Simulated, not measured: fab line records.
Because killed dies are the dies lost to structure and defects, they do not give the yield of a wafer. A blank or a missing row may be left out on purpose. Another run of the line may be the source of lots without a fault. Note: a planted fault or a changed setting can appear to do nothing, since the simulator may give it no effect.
Split-lot study ; flow sfq-line ; 23 wafers read across 5 lots, on a route 325 steps long

SPLIT DETAILS
At SFQ_TRILAYER_I1_VIA_BARC_OPEN_VIA_ETCH_071 (etches BARC in O2, target depth 125 nm, time 41.7 s), the setting time-s was moved away from the recipe's 41.7 s on 10 of the 23 wafers read, by -11.3% to +9.8%. All remaining wafers had this setting at the recipe value.

No step appears in the file between the split and the reading.

THE READING
KrF_of_TRILAYER_I1_VIA_LITHO_COAT_049.thk-nm (the simulator's own value, which no gauge read), in nm, at SFQ_TRILAYER_I1_VIA_ETCH_VIA_ETCH_052 (etches SiO2 in CHF3, stops on Nb, target depth 260 nm). No usual value for it is given in the file. The 13 wafers here that ran the recipe average 529.0 nm, standard deviation 3.1 nm.

wafer;tool, chamber at the split;time-s as run, s;against the recipe;KrF_of_TRILAYER_I1_VIA_LITHO_COAT_049.thk-nm, nm;against lot-mates on the recipe
L077.1;rie-diel-02, 0;41.7;recipe;525.6;-
L077.2;rie-diel-02, 3;41.7;recipe;526.6;-
L077.3;rie-diel-02, 2;45.58;+9.3%;523.4;-2.7
L077.4;rie-diel-02, 1;45.58;+9.3%;519;-7.1
L077.5;rie-diel-02, 2;45.58;+9.3%;520.4;-5.7
L079.1;rie-diel-03, 1;45.77;+9.8%;522;-8.1
L079.2;rie-diel-03, 0;45.77;+9.8%;523.3;-6.8
L079.3;rie-diel-03, 2;41.7;recipe;533.1;-
L079.5;rie-diel-03, 1;41.7;recipe;527.4;-
L079.6;rie-diel-03, 2;41.7;recipe;529.7;-
L080.1;rie-diel-03, 2;41.7;recipe;524.2;-
L080.2;rie-diel-03, 1;36.99;-11.3%;528.3;+3.7
L080.3;rie-diel-03, 3,2;36.99;-11.3%;529.4;+4.8
L080.4;rie-diel-03, 1;41.7;recipe;525;-
L080.6;rie-diel-03, 3,2;36.99;-11.3%;530.5;+5.9
L081.2;rie-diel-02, 0;44.51;+6.7%;528;-4.9
L081.3;rie-diel-02, 2;41.7;recipe;532.8;-
L081.4;rie-diel-02, 0;41.7;recipe;534.1;-
L081.5;rie-diel-02, 3;41.7;recipe;531.7;-
L081.6;rie-diel-02, 2;44.51;+6.7%;528.9;-4.0
L083.2;rie-diel-01, 1;41.7;recipe;528.9;-
L083.4;rie-diel-01, 0;41.7;recipe;528.5;-
L083.5;rie-diel-01, 1;41.7;recipe;529.9;-
Where a row lists several chambers, the file gives one row for several wafers and doesn't say which wafer went through which chamber.

FIT RESULTS
A straight line over all 23 wafers: KrF_of_TRILAYER_I1_VIA_LITHO_COAT_049.thk-nm changes by -0.367 nm for each +1% of time-s; r = -0.58; the points scatter about the line by 3.4 nm.
The same after taking each lot's own level away (the mean of its wafers on the recipe; 23 wafers): -0.54 nm for each +1%; r = -0.92; scatter 1.5 nm.
That fit puts the effect of the largest move of time-s on the reading at 6.1 nm.
The span of the lots' own levels, 524.60 to 532.87 nm, comes to 2.7 times the standard deviation stated above.
So the lot-to-lot level blurs the effect unless lot-mates are compared.
Check: for one of the wafers moved furthest among these (-11.3%), held out of the fit, the line's prediction against its lot-mates is +6.21 nm. Against them it came out at +3.7 nm.

THESE WAFERS: OTHER SPLITS
Before the reading, these wafers also passed through other splits. Each is held against what the fit with the lots' levels taken away leaves over:
other split on the same wafers;wafers away from the commonest value;r with KrF_of_TRILAYER_I1_VIA_LITHO_COAT_049.thk-nm (lot level and that fit taken away)
SFQ_TRILAYER_M1_LITHO_COAT_039 resist-thk-nm;9;-0.31
SFQ_TRILAYER_M1_ETCH_METAL_ETCH_042 icp-w;7;-0.34
SFQ_TRILAYER_I1_CMP_CMP_046 leave-above-ref-nm;7;-0.18

THE WHOLE CHAIN: every reading that the file lists as answering this split, in the file's order
step;what it does;reading;change (the file's fit);r (the file's)
SFQ_TRILAYER_I1_VIA_BARC_OPEN_VIA_ETCH_071;etches BARC in O2, target depth 125 nm, time 41.7 s;KrF_of_TRILAYER_I1_VIA_LITHO_COAT_049.thk-nm (the simulator's own value, which no gauge read);-0.562 nm for each +1% of the setting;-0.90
SFQ_TRILAYER_I1_VIA_ETCH_VIA_ETCH_052;etches SiO2 in CHF3, stops on Nb, target depth 260 nm;KrF_of_TRILAYER_I1_VIA_LITHO_COAT_049.thk-nm (the simulator's own value, which no gauge read);-0.575 nm for each +1% of the setting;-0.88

THE FILE'S OWN FIT
KrF_of_TRILAYER_I1_VIA_LITHO_COAT_049.thk-nm changes by -0.575 nm for each +1% of time-s, r = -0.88.
